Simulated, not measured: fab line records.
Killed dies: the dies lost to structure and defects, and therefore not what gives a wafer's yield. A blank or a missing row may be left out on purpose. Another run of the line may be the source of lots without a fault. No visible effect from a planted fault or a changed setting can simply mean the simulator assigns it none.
Which tool was responsible? + flow sky130 + 12 lots, 36 wafers sampled, at 3 steps of a route of 708

WHAT THE GAUGES SHOWED, per wafer
SKY_FIELD_ISO_THK_MEAS_02.
| lot  | measured    | on            | FIELD_ISO_OXIDATION_00_THK (nm) |
|------|-------------|---------------|---------------------------------|
| L105 | day 1 12:08 | film metro-01 | 12.40 12.41 12.06               |
| L106 | day 1 18:07 | film metro-01 | 12.12 11.97 12.05               |
| L107 | day 1 23:43 | film metro-01 | 11.90 11.62 11.81               |
| L108 | day 2 03:52 | film metro-03 | 12.15 12.20 12.33               |
| L109 | day 2 08:05 | film metro-02 | 12.28 12.12 12.33               |
| L112 | day 2 23:35 | film metro-03 | 11.94 12.14 12.13               |
| L113 | day 3 03:38 | film metro-03 | 11.92 11.73 11.74               |
| L118 | day 4 04:38 | film metro-01 | 12.17 12.11 12.13               |
| L119 | day 4 09:39 | film metro-03 | 12.25 11.85 12.05               |
| L125 | day 5 15:49 | film metro-03 | 12.03 12.07 12.03               |
| L127 | day 6 04:04 | film metro-01 | 11.89 12.05 12.05               |
| L128 | day 6 08:17 | film metro-03 | 12.15 11.98 11.86               |

SKY_VT_ADJUST_HVTP_TW_MEAS_11.
| lot  | measured     | on            | VT_ADJUST_HVTP_TW |
|------|--------------|---------------|-------------------|
| L105 | day 6 02:45  | film metro-02 | 1351 1353 1355    |
| L106 | day 6 09:04  | film metro-04 | 1365 1364 1371    |
| L107 | day 6 18:43  | film metro-04 | 1363 1353 1355    |
| L108 | day 7 00:13  | film metro-04 | 1360 1356 1363    |
| L109 | day 7 05:28  | film metro-03 | 1364 1361 1354    |
| L112 | day 7 23:07  | film metro-03 | 1349 1359 1352    |
| L113 | day 8 03:03  | film metro-03 | 1358 1351 1353    |
| L118 | day 9 13:50  | film metro-02 | 1336 1345 1329    |
| L119 | day 9 16:16  | film metro-03 | 1333 1328 1329    |
| L125 | day 11 08:08 | film metro-04 | 1363 1362 1368    |
| L127 | day 12 00:17 | film metro-04 | 1369 1368 1361    |
| L128 | day 12 05:35 | film metro-04 | 1361 1368 1365    |

TOOL THAT RAN EACH LOT (tool first, then ch and the chambers of the sampled wafers, then the start)
| lot  | SKY_VT_ADJUST_HVTP_IMPLANT_09   |
|------|---------------------------------|
| L105 | implanter-03 ch 0, day 6 02:30  |
| L106 | implanter-02 ch 0, day 6 08:52  |
| L107 | implanter-04 ch 0, day 6 18:30  |
| L108 | implanter-04 ch 0, day 6 23:59  |
| L109 | implanter-02 ch 0, day 7 05:13  |
| L112 | implanter-02 ch 0, day 7 22:52  |
| L113 | implanter-04 ch 0, day 8 02:49  |
| L118 | implanter-02 ch 0, day 9 13:37  |
| L119 | implanter-02 ch 0, day 9 16:03  |
| L125 | implanter-03 ch 0, day 11 07:53 |
| L127 | implanter-04 ch 0, day 12 00:02 |
| L128 | implanter-02 ch 0, day 12 05:22 |
- SKY_VT_ADJUST_HVTP_IMPLANT_09

WHAT THE TOOLS THEMSELVES READ (means of the sampled wafers that have a number; where no wafer has one, the mark that the record gives instead)
SKY_VT_ADJUST_HVTP_IMPLANT_09.
| lot  | tool         | beam energy keV | faraday current uA |
|------|--------------|-----------------|--------------------|
| L105 | implanter-03 | 150.02          | 24.4               |
| L106 | implanter-02 | 149.98          | 24.7               |
| L107 | implanter-04 | 149.94          | 24.2               |
| L108 | implanter-04 | 150.00          | 24.0               |
| L109 | implanter-02 | 150.06          | 24.6               |
| L112 | implanter-02 | 150.05          | 24.4               |
| L113 | implanter-04 | 149.99          | 24.3               |
| L118 | implanter-02 | 138.29          | 24.5               |
| L119 | implanter-02 | 138.28          | 24.0               |
| L125 | implanter-03 | 150.00          | 24.4               |
| L127 | implanter-04 | 150.04          | 24.2               |
| L128 | implanter-02 | 150.00          | 24.3               |

THE ANSWER, worked out from the rows above alone
Rule: the lots themselves supply what counts as usual. Put in order of their means at a reading, lots are off if they are a third of the lots or fewer, leave a main group of 4 or more, and stand apart from it by a gap of 3 or more times the standard deviation of the main group's means; of several such gaps the widest counts. Not used: any main group whose means are identical at the precision the tables above print for the reading. Also off: a lot with no number at a reading for which 4 or more lots have one. Any other lot the step has rows for is counted as sound. The gauges are gone through in route order, then the tools' own readings, and for those a lot's mean is taken as printed above. The first step at which some lot is off is used, and at that step the reading that is off furthest; a lot without a number counts as furthest.
Off: L118, L119, at SKY_VT_ADJUST_HVTP_TW_MEAS_11 (VT_ADJUST_HVTP_TW). Mean 1360 and standard deviation 5.1 in the main group.
If a tool, at a process step before that reading, ran all the lots that are off and no sound lot after the first of them, it fits. Not tried: the gauges at SKY_VT_ADJUST_HVTP_TW_MEAS_11; whatever is off there is also off at SKY_VT_ADJUST_HVTP_IMPLANT_09, on other tools, and gauge error can't account for it. None of those tried fits.

WHAT THE SIMULATOR HAD PUT IN
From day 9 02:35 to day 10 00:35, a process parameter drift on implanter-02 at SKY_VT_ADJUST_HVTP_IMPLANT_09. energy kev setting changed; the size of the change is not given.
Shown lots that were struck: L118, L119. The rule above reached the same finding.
